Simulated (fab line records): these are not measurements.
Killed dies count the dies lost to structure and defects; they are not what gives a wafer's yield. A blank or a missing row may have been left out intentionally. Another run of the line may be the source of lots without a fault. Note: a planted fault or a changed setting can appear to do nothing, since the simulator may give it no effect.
Split-lot experiment + flow gf180mcu + 5 lots, 23 wafers read, on a route of 602 steps

SPLIT DETAILS
At GF_HV_LDD_COAT_41 (resist thk 1000 nm), the setting spin rpm was moved away from the recipe's 3000 rpm on 8 of the 23 wafers read, by -5.8% to +2.9%. For the rest of the wafers, this setting stayed at what the recipe calls for.

The reading is taken at the split's own step.

THE READING
NOVOLAK_of_HV_LDD_COAT_41.thk nm (the simulator's own value, which no gauge read), in nm, at GF_HV_LDD_COAT_41 (resist thk 1000 nm). No usual value for it is given in the file. The 15 wafers here that ran the recipe average 1000.0 nm, standard deviation 1.6 nm.

| wafer  | tool, chamber at the split | spin rpm as run, rpm | against the recipe | NOVOLAK_of_HV_LDD_COAT_41.thk nm, nm | against lot-mates on the recipe |
|--------|----------------------------|----------------------|--------------------|--------------------------------------|---------------------------------|
| L074.1 | litho track-03, 0          | 3000                 | recipe             | 999.7                                | -                               |
| L074.2 | litho track-03, 0          | 2857                 | -4.8%              | 1025                                 | +25.7                           |
| L074.3 | litho track-03, 0          | 3000                 | recipe             | 1000                                 | -                               |
| L074.4 | litho track-03, 0          | 3000                 | recipe             | 998.2                                | -                               |
| L074.5 | litho track-03, 0          | 2857                 | -4.8%              | 1023                                 | +23.7                           |
| L076.2 | litho track-03, 0          | 3000                 | recipe             | 999.1                                | -                               |
| L076.3 | litho track-03, 0          | 3000                 | recipe             | 1000                                 | -                               |
| L076.6 | litho track-03, 0          | 3000                 | recipe             | 998.9                                | -                               |
| L077.1 | litho track-03, 0          | 2843                 | -5.2%              | 1028                                 | +25.3                           |
| L077.3 | litho track-03, 0          | 3000                 | recipe             | 1002                                 | -                               |
| L077.4 | litho track-03, 0          | 3000                 | recipe             | 1003                                 | -                               |
| L077.5 | litho track-03, 0          | 3000                 | recipe             | 1003                                 | -                               |
| L077.6 | litho track-03, 0          | 2843                 | -5.2%              | 1030                                 | +27.3                           |
| L082.2 | litho track-03, 0          | 3086                 | +2.9%              | 985.2                                | -14.9                           |
| L082.3 | litho track-03, 0          | 3000                 | recipe             | 998.4                                | -                               |
| L082.4 | litho track-03, 0          | 3000                 | recipe             | 1001                                 | -                               |
| L082.6 | litho track-03, 0          | 3000                 | recipe             | 1001                                 | -                               |
| L082.5 | litho track-03, 0          | 3086                 | +2.9%              | 984.2                                | -15.9                           |
| L084.1 | litho track-03, 0          | 3000                 | recipe             | 998.3                                | -                               |
| L084.2 | litho track-03, 0          | 3000                 | recipe             | 998.8                                | -                               |
| L084.3 | litho track-03, 0          | 2826                 | -5.8%              | 1028                                 | +29.4                           |
| L084.4 | litho track-03, 0          | 3000                 | recipe             | 998.7                                | -                               |
| L084.5 | litho track-03, 0          | 2826                 | -5.8%              | 1027                                 | +28.4                           |

FIT RESULTS
A straight line over all 23 wafers: NOVOLAK_of_HV_LDD_COAT_41.thk nm changes by -5.12 nm for each +1% of spin rpm; r = -0.99; the points scatter about the line by 1.7 nm.
The same after taking each lot's own level away (the mean of its wafers on the recipe; 23 wafers): -5.1 nm for each +1%; r = -1.00; scatter 0.85 nm.
Per that fit: largest spin rpm move, reading shift of 30 nm.
Across the lots, their own levels run from 998.60 to 1002.67 nm, a range of 2.6 times the standard deviation given above.
The two slopes are in agreement: the lot-to-lot level therefore moves the slope only a little.
Check: for one of the wafers moved furthest among these (-5.8%), held out of the fit, the line's prediction against its lot-mates is +29.5 nm. Against them it came out at +29.4 nm.

ADDITIONAL SPLITS CARRIED BY THESE WAFERS
These wafers also went through other splits before the reading. Each is held against what the fit with the lots' levels taken away leaves over:
| other split on the same wafers         | wafers away from the commonest value | r with NOVOLAK_of_HV_LDD_COAT_41.thk nm (lot level and that fit taken away) |
|----------------------------------------|--------------------------------------|-----------------------------------------------------------------------------|
| GF_STI_CVD_03 pressure mtorr           | 15                                   | -0.17                                                                       |
| GF_STI_OXIDATION_21 temp c             | 10                                   | +0.06                                                                       |
| GF_LVPWELL_IMPLANT_08 energy kev       | 9                                    | +0.14                                                                       |
| GF_MVPSD_COAT_02 resist thk nm         | 9                                    | +0.00                                                                       |
| GF_MVPSD_STRIP_10 pressure mtorr       | 15                                   | +0.00                                                                       |
| GF_VT_IMPLANT_DEVELOP_17 dev temp c    | 10                                   | -0.10                                                                       |
| GF_VT_IMPLANT_IMPLANT_19 dose cm2      | 8                                    | -0.43                                                                       |
| GF_VT_IMPLANT_IMPLANT_30 energy kev    | 9                                    | -0.34                                                                       |
| GF_VT_IMPLANT_COAT_35 spin rpm         | 10                                   | +0.09                                                                       |
| GF_DUAL_GATE_COAT_06 resist thk nm     | 7                                    | -0.24                                                                       |
| GF_DUAL_GATE_DEVELOP_10 develop time s | 6                                    | +0.01                                                                       |
| GF_HV_LDD_IMPLANT_36 dose cm2          | 10                                   | -0.03                                                                       |

FILE'S OWN FIT
NOVOLAK_of_HV_LDD_COAT_41.thk nm changes by -5.08 nm for each +1% of spin rpm, r = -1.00.
